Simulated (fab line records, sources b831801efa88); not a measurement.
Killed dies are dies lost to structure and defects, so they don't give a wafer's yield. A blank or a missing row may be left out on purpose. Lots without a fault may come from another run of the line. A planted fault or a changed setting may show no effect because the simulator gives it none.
A struck lot beside a sound one | flow sky130 | 26 steps out of a route of 708
Sound: wafers L838.2, L838.3, L838.4. Struck: wafers L844.2, L844.3, L844.4. The cause comes at the end.
At each step with rows: each side's tool, then ch and its chambers, then its first start. Under that, the readings that differ: sound wafers | struck wafers | difference of the means | sigmas: that difference in standard deviations of wafers without a fault.
alike: readings whose means differ by less than 2 such deviations, and words and numbers that are the same on both sides. not compared: withheld readings, readings that some wafer has no value for, bounds like >300 that may hide the same value, and numbers for which the record gives no deviation and whose values overlap.
The two part at a step that has a row with sigmas, a row that says differs or no value, or rows on one side only. Numbers that don't overlap but have no deviation are shown without sigmas and don't part them. A reading that every wafer of one side lacks parts them only if that side has two wafers or more.

first, 1 step without rows for these wafers: SKY_VT_ADJUST_HVTP_IMPLANT_09.
SKY_VT_ADJUST_HVTP_STRIP_10: strips in O2/N2.
  sound on plasma_asher-03 ch 0,1, day 7 09:03; struck on plasma_asher-03 ch 0,1, day 8 19:33
  alike: chamber_pressure_mTorr, drypump_motor_current_A, n2_flow_sccm, o2_flow_sccm, oes_product_au, strip_time_to_endpoint_s
  not compared: rf_hours_counter_h
SKY_VT_ADJUST_HVTP_TW_MEAS_11:
  sound on film_metro-04, day 7 09:10; struck on film_metro-02, day 8 19:40
  alike: VT_ADJUST_HVTP_TW
then, 7 steps without rows for these wafers: SKY_VT_ADJUST_LVTN_DEHYDRATE_00 (time 60 s); SKY_VT_ADJUST_LVTN_HMDS_01 (prime time 60 s); SKY_VT_ADJUST_LVTN_COAT_02 (resist thk 3000 nm); SKY_VT_ADJUST_LVTN_SOFTBAKE_03; SKY_VT_ADJUST_LVTN_EXPOSE_04 (exposes mask NWM COMPLEMENT LESS NATIVE, target cd 840 nm); SKY_VT_ADJUST_LVTN_PEB_05; SKY_VT_ADJUST_LVTN_DEVELOP_06 (develop time 60 s).
SKY_VT_ADJUST_LVTN_OVL_MEAS_07:
  sound on overlay-02, day 8 06:55; struck on overlay-02, day 9 18:25
  alike: VT_ADJUST_LVTN_OVL
then, 1 step without rows for these wafers: SKY_VT_ADJUST_LVTN_IMPLANT_08.
SKY_VT_ADJUST_LVTN_STRIP_09: strips in O2/N2.
  sound on plasma_asher-04 ch 0,1, day 8 07:06; struck on plasma_asher-02 ch 0,1, day 9 18:36
  no value came back on the struck wafers for any of 6 readings (chamber_pressure_mTorr (mTorr), drypump_motor_current_A (A) and others); on the sound wafers chamber_pressure_mTorr (mTorr) reads 1499.4 1500.0 1498.6
  reading                                          | sound | struck         | difference | sigmas
  model.coat_of_VT_ADJUST_LVTN_COAT_02.thk_nm (nm) | 0 0 0 | 2998 3008 3007 | +3004      |
  not compared: rf_hours_counter_h
SKY_VT_ADJUST_LVTN_TW_MEAS_10:
  sound on film_metro-01, day 8 07:13; struck on film_metro-01, day 9 18:43
  alike: VT_ADJUST_LVTN_TW
then, 7 steps without rows for these wafers: SKY_VT_ADJUST_LVTN_DEHYDRATE_11 (time 60 s); SKY_VT_ADJUST_LVTN_HMDS_12 (prime time 60 s); SKY_VT_ADJUST_LVTN_COAT_13 (resist thk 1140 nm); SKY_VT_ADJUST_LVTN_SOFTBAKE_14 (time 60 s); SKY_VT_ADJUST_LVTN_EXPOSE_15 (exposes mask HVN STD DERIVED, target cd 600 nm); SKY_VT_ADJUST_LVTN_PEB_16; SKY_VT_ADJUST_LVTN_DEVELOP_17 (develop time 58.24 s).
SKY_VT_ADJUST_LVTN_OVL_MEAS_18:
  sound on overlay-01, day 9 06:07; struck on overlay-02, day 10 18:10
  alike: VT_ADJUST_LVTN_01_OVL
then, 1 step without rows for these wafers: SKY_VT_ADJUST_LVTN_IMPLANT_19.
SKY_VT_ADJUST_LVTN_STRIP_20: strips in O2/N2.
  sound on plasma_asher-02 ch 0,1, day 9 06:18; struck on plasma_asher-03 ch 0,1, day 10 18:20
  reading                      | sound             | struck            | difference | sigmas
  oes_product_au (a.u.)        | 0.713 0.719 0.712 | 0.726 0.734 0.725 | +0.014     | +3
  strip_time_to_endpoint_s (s) | 14.21 14.15 14.17 | 58.69 58.83 58.81 | +44.60     | +99 or more
  alike: chamber_pressure_mTorr, drypump_motor_current_A, n2_flow_sccm, o2_flow_sccm
  not compared: rf_hours_counter_h
SKY_VT_ADJUST_LVTN_TW_MEAS_21:
  sound on film_metro-03, day 9 06:25; struck on film_metro-04, day 10 18:27
  reading             | sound             | struck         | difference | sigmas
  VT_ADJUST_LVTN_2_TW | 185.9 185.8 185.5 | 30.1 30.2 30.3 | -155.5     | -99 or more
then, 1 step without rows for these wafers: SKY_VT_ADJUST_NCORE_DEHYDRATE_00 (time 60 s).

WHERE THEY PART
First at SKY_VT_ADJUST_LVTN_STRIP_09; last, within this record, at SKY_VT_ADJUST_LVTN_TW_MEAS_21.

WHY: what the simulator had put in
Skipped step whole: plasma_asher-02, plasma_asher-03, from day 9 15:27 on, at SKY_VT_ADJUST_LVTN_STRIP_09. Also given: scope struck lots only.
